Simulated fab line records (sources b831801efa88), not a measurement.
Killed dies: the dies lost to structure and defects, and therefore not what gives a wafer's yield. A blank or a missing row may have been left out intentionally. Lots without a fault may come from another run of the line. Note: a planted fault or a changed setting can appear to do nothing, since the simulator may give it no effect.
Which of the tools did it? + flow gf180mcu + 15 lots with 45 wafers sampled at 3 steps, on a route of 602 steps

## WHAT THE GAUGES READ, wafer by wafer
GF_V4_THK_MEAS_25: measures by xrf.
| lot  | measured     | on           | V4_W_THK (nm) |
|------|--------------|--------------|---------------|
| L562 | day 24 09:37 | filmMetro-04 | 348 349 356   |
| L563 | day 24 18:40 | filmMetro-04 | 365 363 365   |
| L565 | day 25 11:59 | filmMetro-03 | 370 363 369   |
| L568 | day 26 12:57 | filmMetro-03 | 352 361 362   |
| L569 | day 26 23:09 | filmMetro-01 | 365 356 359   |
| L570 | day 27 07:00 | filmMetro-01 | 356 368 363   |
| L571 | day 27 16:55 | filmMetro-01 | 362 350 355   |
| L572 | day 27 17:30 | filmMetro-04 | 357 366 367   |
| L573 | day 28 09:21 | filmMetro-04 | 356 369 354   |
| L575 | day 28 21:47 | filmMetro-01 | 347 350 361   |
| L577 | day 29 10:27 | filmMetro-03 | 369 348 361   |
| L578 | day 29 15:53 | filmMetro-01 | 362 362 365   |
| L581 | day 30 10:29 | filmMetro-01 | 367 363 364   |
| L583 | day 30 22:22 | filmMetro-04 | 368 359 367   |
| L584 | day 31 04:47 | filmMetro-04 | 357 365 362   |

GF_MIM_THK_MEAS_06.
| lot  | measured     | on           | MIM_CVD_05_THK (nm) |
|------|--------------|--------------|---------------------|
| L562 | day 24 10:14 | filmMetro-03 | 42.5 42.4 42.8      |
| L563 | day 24 19:17 | filmMetro-02 | 42.0 41.9 42.0      |
| L565 | day 25 12:36 | filmMetro-01 | 41.8 42.9 42.2      |
| L568 | day 26 13:34 | filmMetro-01 | 41.7 41.5 42.2      |
| L569 | day 26 23:46 | filmMetro-03 | 42.3 43.2 42.3      |
| L570 | day 27 07:37 | filmMetro-02 | 42.6 41.9 43.2      |
| L571 | day 27 17:38 | filmMetro-01 | 42.1 42.1 42.6      |
| L572 | day 27 18:07 | filmMetro-01 | 42.5 42.2 43.2      |
| L573 | day 28 09:58 | filmMetro-02 | 42.2 42.4 43.1      |
| L575 | day 28 22:24 | filmMetro-02 | 41.3 41.7 42.4      |
| L577 | day 29 11:13 | filmMetro-02 | 41.9 40.9 41.7      |
| L578 | day 29 16:30 | filmMetro-02 | 42.2 42.8 43.4      |
| L581 | day 30 11:06 | filmMetro-02 | 42.1 42.8 42.6      |
| L583 | day 30 22:59 | filmMetro-03 | 42.0 42.0 43.3      |
| L584 | day 31 05:25 | filmMetro-02 | 41.0 43.0 42.4      |

## TOOL THAT RAN EACH LOT (tool first, then ch and the chambers of the sampled wafers, then the start)
| lot  | GF_MIM_SPUTTER_04           |
|------|-----------------------------|
| L562 | pvdSputter-03, day 24 10:10 |
| L563 | pvdSputter-01, day 24 19:13 |
| L565 | pvdSputter-03, day 25 12:31 |
| L568 | pvdSputter-01, day 26 13:29 |
| L569 | pvdSputter-01, day 26 23:41 |
| L570 | pvdSputter-01, day 27 07:32 |
| L571 | pvdSputter-03, day 27 17:34 |
| L572 | pvdSputter-01, day 27 18:02 |
| L573 | pvdSputter-01, day 28 09:54 |
| L575 | pvdSputter-01, day 28 22:19 |
| L577 | pvdSputter-01, day 29 11:08 |
| L578 | pvdSputter-04, day 29 16:26 |
| L581 | pvdSputter-01, day 30 11:01 |
| L583 | pvdSputter-01, day 30 22:55 |
| L584 | pvdSputter-03, day 31 05:19 |
- GF_MIM_SPUTTER_04: material TiN, target thk 50 nm, time 41.7 s.

## AS READ BY THE TOOLS THEMSELVES (means over the sampled wafers that have a number; for cases with no such wafer, the mark the record gives instead)
GF_MIM_SPUTTER_04.
| lot  | tool          | chamberPressurePa (Pa) | throttleValvePct (%) |
|------|---------------|------------------------|----------------------|
| L562 | pvdSputter-03 | 0.4001                 | 29.8                 |
| L563 | pvdSputter-01 | 0.4001                 | 30.5                 |
| L565 | pvdSputter-03 | 0.4001                 | 29.6                 |
| L568 | pvdSputter-01 | 0.3995                 | 30.5                 |
| L569 | pvdSputter-01 | 0.4011                 | 29.9                 |
| L570 | pvdSputter-01 | 0.3996                 | 30.3                 |
| L571 | pvdSputter-03 | 0.3998                 | 29.7                 |
| L572 | pvdSputter-01 | 0.4004                 | 30.9                 |
| L573 | pvdSputter-01 | 0.3995                 | 30.2                 |
| L575 | pvdSputter-01 | 0.4004                 | 30.3                 |
| L577 | pvdSputter-01 | 0.3996                 | 30.6                 |
| L578 | pvdSputter-04 | 0.3998                 | 30.4                 |
| L581 | pvdSputter-01 | 0.4006                 | 30.4                 |
| L583 | pvdSputter-01 | 0.4000                 | 31.0                 |
| L584 | pvdSputter-03 | 0.3998                 | 30.4                 |

## THE ANSWER, worked out from the rows above alone
Rule: the usual values come from the lots themselves. The widest of any qualifying gaps counts: lots, ordered by their means at a reading, are off when they make up no more than a third of the lots, leave a main group of 4 or more, and stand apart from it by 3 or more times the standard deviation of that group's means. Not used: any main group whose means are identical at the precision the tables above print for the reading. Also off: a lot with no number at a reading for which 4 or more lots have one. All remaining lots with rows at the step are treated as sound. Order of review: gauges by route order, followed by the tools' own readings, for which a lot's mean as printed above is used. The first step at which some lot is off is used, and at that step the reading that is off furthest; a lot without a number counts as furthest.
None of the lots is off at any reading shown; this tells nothing.

## WHAT THE SIMULATOR PUT IN
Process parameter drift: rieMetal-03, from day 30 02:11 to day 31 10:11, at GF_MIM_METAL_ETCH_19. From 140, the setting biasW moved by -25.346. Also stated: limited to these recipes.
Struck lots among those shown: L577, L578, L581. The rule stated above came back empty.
